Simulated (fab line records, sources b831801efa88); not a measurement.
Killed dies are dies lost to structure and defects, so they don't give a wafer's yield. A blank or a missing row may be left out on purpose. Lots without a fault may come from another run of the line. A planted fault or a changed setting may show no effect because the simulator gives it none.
fab line records | flow gf180mcu
record lots=12 wafers=36 last_day=33
route steps=602 shown DNWELL@39 LVPWELL@64 POLY_GATE@167 HV_LDD@234
lots that met no fault: from a run of the same line without faults
start_h: hours from the record's first day to the start of the lot's first wafer shown | wait_h: hours since the lot's step before | " the same as in the row above | L1.1+2: a row that stands for several wafers | - no value, or no start given | * or withheld: withheld | < > ~ a bound
route shown NAME@n: a module of which the file shows steps, and the number in the route of the first | usual: mean/standard deviation of fault-free wafers | same: alike in all rows | chamber/n: place in a boat | sites: the reading at each site | _std_site: their standard deviation | _edge_site: outer sites' mean less inner sites' | radius_mm: how far each site lies from the wafer's centre | mask NAME#n: copy n | behind: the tool/chamber that last shaped the wafer | hold: why the lot was held/for how many hours/how that ended | device: the transistor (n, p or np) that didn't switch | end of line: the same wafers' tests at the end of the route | a step without rows: its recipe alone | killed: dies lost to structure and defects at the first sort, not the wafer's yield | map: a wafer's dies, x killed, . not, _ none there
set.NAME: the setting as run; set.NAME@STEP: as run at that earlier step | model.NAME: the simulator's own value behind a step, which no gauge read
steps of the route over a sample of lots; a table a step, a row a wafer
services: from which hour (start_h, from the record's first day; less than 0 if before it) a tool's chamber was out of use, for how many hours, and why
## steps
# step GF_DNWELL_IMPLANT_07
# recipe species=P energy_kev=1500 dose_cm2=1e+13 tilt_deg=0
# usual dose_ions_cm2=1e+13/1.1e+10 faraday_current_uA=56.4/1.1
# columns lot.wafer tool chamber start_h wait_h dose_ions_cm2 faraday_current_uA
L547.2 implanter-03 0 42.68 - 1.0004e+13 56.7
L547.4 " 0 " " 9.997e+12 58.0
L547.6 " 0 " " 1.0025e+13 55.7
L551.1 implanter-04 0 64.64 - 9.992e+12 57.1
L551.3 " 0 " " 9.993e+12 57.0
L551.5 " 0 " " 9.998e+12 55.6
L552.2 implanter-04 0 68.83 - 1.0002e+13 56.9
L552.3 " 0 " " 9.994e+12 57.4
L552.4 " 0 " " 1.0003e+13 57.2
L553.1 implanter-03 0 74.40 - 9.997e+12 55.8
L553.2 " 0 " " 1e+13 55.5
L553.3 " 0 " " 1.0004e+13 56.5
L554.1 implanter-04 0 78.94 - 4.476e+12 25.6
L554.3 " 0 " " 4.469e+12 25.4
L554.4 " 0 " " 4.468e+12 25.1
L555.2 implanter-04 0 84.17 - 4.477e+12 26.3
L555.3 " 0 " " 4.485e+12 24.9
L555.5 " 0 " " 4.48e+12 25.2
L561.1 implanter-02 0 117.08 - 9.998e+12 58.1
L561.4 " 0 " " 9.999e+12 56.8
L561.6 " 0 " " 9.986e+12 55.7
L562.1 implanter-03 0 122.29 - 1.0006e+13 59.2
L562.3 " 0 " " 1.0003e+13 56.6
L562.5 " 0 " " 1.0016e+13 57.4
L563.2 implanter-03 0 127.50 - 1.001e+13 55.3
L563.4 " 0 " " 1.0002e+13 56.5
L563.6 " 0 " " 1.001e+13 55.7
L564.2 implanter-02 0 132.70 - 9.989e+12 57.4
L564.4 " 0 " " 1e+13 56.4
L564.6 " 0 " " 1.0002e+13 56.1
L565.2 implanter-02 0 138.75 - 9.99e+12 56.4
L565.5 " 0 " " 9.981e+12 56.3
L565.6 " 0 " " 1.0002e+13 55.2
L567.1 implanter-03 0 150.54 - 9.978e+12 57.3
L567.5 " 0 " " 9.972e+12 55.5
L567.6 " 0 " " 9.982e+12 56.8
# step GF_DNWELL_TW_MEAS_09
# usual DNWELL_TW=1363/24
# columns lot.wafer tool chamber start_h wait_h DNWELL_TW
L547.2 film_metro-04 - 42.91 0.1 1331
L547.4 " - " " 1330
L547.6 " - " " 1342
L551.1 film_metro-04 - 64.89 0.1 1330
L551.3 " - " " 1336
L551.5 " - " " 1331
L552.2 film_metro-01 - 69.06 0.1 1403
L552.3 " - " " 1405
L552.4 " - " " 1403
L553.1 film_metro-04 - 74.65 0.1 1339
L553.2 " - " " 1339
L553.3 " - " " 1334
L554.1 film_metro-01 - 79.24 0.1 1070
L554.3 " - " " 1068
L554.4 " - " " 1067
L555.2 film_metro-04 - 84.40 0.1 1035
L555.3 " - " " 1034
L555.5 " - " " 1032
L561.1 film_metro-02 - 117.33 0.1 1350
L561.4 " - " " 1346
L561.6 " - " " 1349
L562.1 film_metro-04 - 122.54 0.1 1336
L562.3 " - " " 1344
L562.5 " - " " 1350
L563.2 film_metro-01 - 127.74 0.1 1388
L563.4 " - " " 1372
L563.6 " - " " 1378
L564.2 film_metro-01 - 132.94 0.1 1387
L564.4 " - " " 1386
L564.6 " - " " 1383
L565.2 film_metro-01 - 139.04 0.1 1381
L565.5 " - " " 1379
L565.6 " - " " 1378
L567.1 film_metro-02 - 150.79 0.1 1354
L567.5 " - " " 1347
L567.6 " - " " 1349
# step GF_LVPWELL_STRIP_10
# recipe chemistry=O2/N2 power_w=1400 pressure_mtorr=1500 platen_temp_c=250 o2_flow_sccm=3000 n2_flow_sccm=300 overash_fraction=0.5
# usual drypump_motor_current_A=5.9/0.54 heater_power_w=314/35 oes_product_au=0.722/0.0042 strip_time_to_endpoint_s=36.94/0.1
# columns lot.wafer tool chamber start_h wait_h drypump_motor_current_A heater_power_w oes_product_au rf_hours_counter_h strip_time_to_endpoint_s
L547.2 plasma_asher-02 1 69.58 0.1 5.3 318 0.723 39 36.85
L547.4 " 1 " " 5.3 321 0.719 - 36.76
L547.6 " 1 " " 5.3 322 0.721 - 36.72
L551.1 plasma_asher-03 1 91.42 0.1 6.2 380 0.720 43 36.96
L551.3 " 1 " " 6.2 380 0.721 - 36.99
L551.5 " 1 " " 6.2 368 0.724 - 36.80
L552.2 plasma_asher-03 1 96.68 0.1 6.2 372 0.722 44 36.88
L552.3 " 0 " " 6.0 279 0.722 - 36.86
L552.4 " 1 " " 6.2 377 0.721 - 36.83
L553.1 plasma_asher-03 0 103.14 0.1 6.0 270 0.714 44 37.20
L553.2 " 1 " " 6.2 369 0.720 44 37.15
L553.3 " 1 " " 6.2 372 0.724 - 37.15
L554.1 plasma_asher-04 0 107.73 0.1 4.8 288 0.721 45 36.88
L554.3 " 0 " " 4.8 292 0.715 - 36.87
L554.4 " 1 " " 6.1 287 0.728 - 36.71
L555.2 plasma_asher-02 0 112.32 0.1 6.4 335 0.723 43 36.91
L555.3 " 1 " " 5.3 323 0.715 - 36.95
L555.5 " 1 " " 5.3 316 0.716 - 36.90
L561.1 plasma_asher-02 1 148.17 0.1 5.2 315 0.723 47 36.69
L561.4 " 0 " " 6.4 336 0.724 - 36.74
L561.6 " 1 " " 5.3 324 0.718 - 36.79
L562.1 plasma_asher-02 1 153.92 0.1 5.3 328 0.724 47 36.87
L562.3 " 0 " " 6.4 334 0.723 - 36.90
L562.5 " 0 " " 6.4 340 0.718 - 36.97
L563.2 plasma_asher-03 0 158.88 0.1 6.0 264 0.726 4 37.03
L563.4 " 1 " " 6.2 359 0.726 - 36.96
L563.6 " 1 " " 6.2 356 0.721 - 37.00
L564.2 plasma_asher-03 0 163.78 0.1 6.0 267 0.725 5 36.87
L564.4 " 1 " " 6.2 361 0.712 - 36.92
L564.6 " 0 " " 6.0 260 0.727 - 36.88
L565.2 plasma_asher-04 0 169.98 0.1 4.8 296 0.720 52 37.01
L565.5 " 1 " " 6.1 281 0.718 - 36.95
L565.6 " 0 " " 4.8 296 0.731 - 36.96
L567.1 plasma_asher-03 0 182.32 0.1 6.0 263 0.723 7 36.89
L567.5 " 1 " " 6.3 341 0.715 - 36.92
L567.6 " 0 " " 6.0 264 0.716 - 37.01
# step GF_POLY_GATE_CD_MEAS_10
# recipe target_cd_nm=280
# usual cd_nm=279.5/1.3
# columns lot.wafer tool chamber start_h wait_h cd_nm
L547.2 cd_sem-01 - 200.79 0.1 279.4
L547.4 " - " " 278.9
L547.6 " - " " 280.1
L551.1 cd_sem-01 - 226.17 0.1 280.4
L551.3 " - " " 280.9
L551.5 " - " " 280.8
L552.2 cd_sem-02 - 230.38 0.2 283.0
L552.3 " - " " 281.3
L552.4 " - " " 280.9
L553.1 cd_sem-01 - 243.19 0.1 279.4
L553.2 " - " " 280.5
L553.3 " - " " 279.3
L554.1 cd_sem-01 - 245.67 0.1 278.9
L554.3 " - " " 280.0
L554.4 " - " " 280.5
L555.2 cd_sem-02 - 249.90 0.1 281.1
L555.3 " - " " 280.5
L555.5 " - " " 280.7
L561.1 cd_sem-01 - 295.04 0.1 280.3
L561.4 " - " " 280.0
L561.6 " - " " 280.4
L562.1 cd_sem-01 - 304.59 0.1 280.8
L562.3 " - " " 281.4
L562.5 " - " " 281.0
L563.2 cd_sem-02 - 307.44 0.1 278.5
L563.4 " - " " 278.4
L563.6 " - " " 277.4
L564.2 cd_sem-01 - 316.04 0.1 278.7
L564.4 " - " " 278.5
L564.6 " - " " 278.7
L565.2 cd_sem-01 - 325.76 0.1 278.9
L565.5 " - " " 278.7
L565.6 " - " " 278.5
L567.1 cd_sem-02 - 339.07 0.1 276.7
L567.5 " - " " 277.6
L567.6 " - " " 276.5
# step GF_HV_LDD_ETCHBACK_58
# recipe chemistry=CH3F/O2 target=Si3N4 stop_on=SiO2 source_w=400 bias_w=80 pressure_mtorr=25 ch3f_flow_sccm=40 O2_flow_sccm=30 time_s=100 target_depth_a=900
# usual bias_w=80.01/0.26 drypump_motor_current_A=5.8/0.36 oes_product_au=0.842/0.0067 throttle_valve_pct=10.560/0.0092
# same time_s=100
# columns lot.wafer tool chamber start_h wait_h bias_w drypump_motor_current_A oes_product_au rf_hours_counter_h throttle_valve_pct
L547.2 rie_diel-01 1 282.55 0.0 79.93 5.7 0.845 6 10.570
L547.4 " 0 " " 80.41 5.1 0.840 89 10.569
L547.6 " 2 " " 79.77 5.7 0.842 - 10.572
L551.1 rie_diel-02 2 309.76 0.1 79.36 5.7 0.843 19 10.571
L551.3 " 1 " " 79.75 5.7 0.855 17 10.558
L551.5 " 3 " " 79.52 6.3 0.844 - 10.556
L552.2 rie_diel-01 3 313.87 0.0 80.09 5.4 0.838 33 10.563
L552.3 " 1 " " 80.12 5.6 0.838 7 10.559
L552.4 " 0 " " 80.38 5.1 0.846 90 10.562
L554.1 rie_diel-02 0 331.69 0.1 79.75 5.7 0.857 56 10.538
L554.3 " 2 " " 80.24 5.7 0.833 19 10.570
L554.4 " 3 " " 80.50 6.3 0.845 24 10.569
L553.1 rie_diel-01 3 331.90 0.1 79.86 5.5 0.845 34 10.567
L553.2 " 0 " " 80.01 5.1 0.844 91 10.577
L553.3 " 1 " " 79.91 5.6 0.849 8 10.547
L555.2 rie_diel-01 3 336.22 0.0 79.77 5.4 0.849 34 10.561
L555.3 " 1 " " 79.80 5.7 0.845 8 10.553
L555.5 " 1 " " 79.74 5.7 0.843 - 10.560
L561.1 rie_diel-03 0 385.92 0.1 80.23 5.9 0.859 105 10.564
L561.4 " 1 " " 80.00 6.4 0.854 8 10.569
L561.6 " 2 " " 79.88 5.5 0.851 - 10.542
L562.1 rie_diel-02 3 395.97 0.1 80.38 6.3 0.839 26 10.562
L562.3 " 0 " " 80.54 5.7 0.835 58 10.567
L562.5 " 1 " " 80.04 5.7 0.827 - 10.563
L563.2 rie_diel-02 1 399.32 0.0 79.63 5.7 0.849 19 10.550
L563.4 " 0 " " 80.01 5.7 0.843 58 10.547
L563.6 " 3 " " 79.88 6.3 0.839 - 10.552
L564.2 rie_diel-02 3 409.69 0.0 79.91 6.3 0.849 27 10.552
L564.4 " 1 " " 79.79 5.7 0.842 20 10.563
L564.6 " 3 " " 79.93 6.4 0.851 - 10.557
L565.2 rie_diel-03 0 419.95 0.0 80.34 5.9 0.847 106 10.558
L565.5 " 1 " " 79.82 6.4 0.848 - 10.560
L565.6 " 2 " " 80.15 5.5 0.851 - 10.572
L567.1 rie_diel-02 3 433.76 0.1 79.82 6.3 0.841 28 10.562
L567.5 " 1 " " 80.19 5.7 0.853 - 10.560
L567.6 " 0 " " 80.32 5.7 0.849 - 10.574
## services
# columns tool chamber start_h hours kind
plasma_asher-02 - 19.11 15.6 pm
plasma_asher-03 - 28.98 4.3 repair
rie_diel-02 1 40.72 13.2 repair
rie_diel-02 3 50.72 11.9 repair
implanter-03 - 50.73 18.5 repair
plasma_asher-03 - 58.54 2.6 repair
rie_diel-01 2 67.57 1.8 repair
implanter-04 - 79.78 4.3 repair
plasma_asher-02 - 84.12 1.7 repair
implanter-04 - 86.37 3.9 repair
plasma_asher-03 - 106.45 2.2 repair
plasma_asher-03 - 108.75 9.0 pm
rie_diel-01 1 128.42 3.0 repair
implanter-03 - 136.53 1.7 pm
rie_diel-02 1 162.37 2.4 repair
rie_diel-02 3 179.85 75.5 repair
plasma_asher-03 - 217.84 24.6 repair
rie_diel-02 - 255.23 1.0 repair
implanter-03 - 269.75 2.1 repair
implanter-03 - 314.28 4.4 pm
rie_diel-02 0 369.89 4.5 repair
rie_diel-02 2 377.05 7.5 repair
implanter-03 - 377.38 1.2 repair
rie_diel-02 - 396.35 0.4 repair
## key
first_sign step=GF_DNWELL_IMPLANT_07 reading=dose_ions_cm2 direction=down sigmas=99+ usual=1e+13 struck=4.476e+12
effect step=GF_DNWELL_IMPLANT_07 reading=faraday_current_uA direction=down sigmas=29 usual=56.4 struck=25.4
effect step=GF_DNWELL_TW_MEAS_09 reading=DNWELL_TW direction=down sigmas=13 usual=1363 struck=1051
met_at GF_DNWELL_IMPLANT_07
struck_lots L554,L555
tester_left_out L554,L555
not_acting_at GF_LVPWELL_STRIP_10,GF_POLY_GATE_CD_MEAS_10,GF_HV_LDD_ETCHBACK_58
onset_between 68.83 78.94
fault kind=process_parameter_drift tool=implanter-04 chamber=- onset_h=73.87 steps=GF_DNWELL_IMPLANT_07 channel=dose_cm2 offset=-5.5177e+12 shape=step end_h=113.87 acts_in=these_recipes_only stated=1e+13
# tester_left_out: of these lots the tester's yield and bins aren't shown, on N5 and GAA mostly nor the transistor test; their killed dies are dies lost to structure and defects alone, not to doping, threshold or leakage, so they don't give the yield
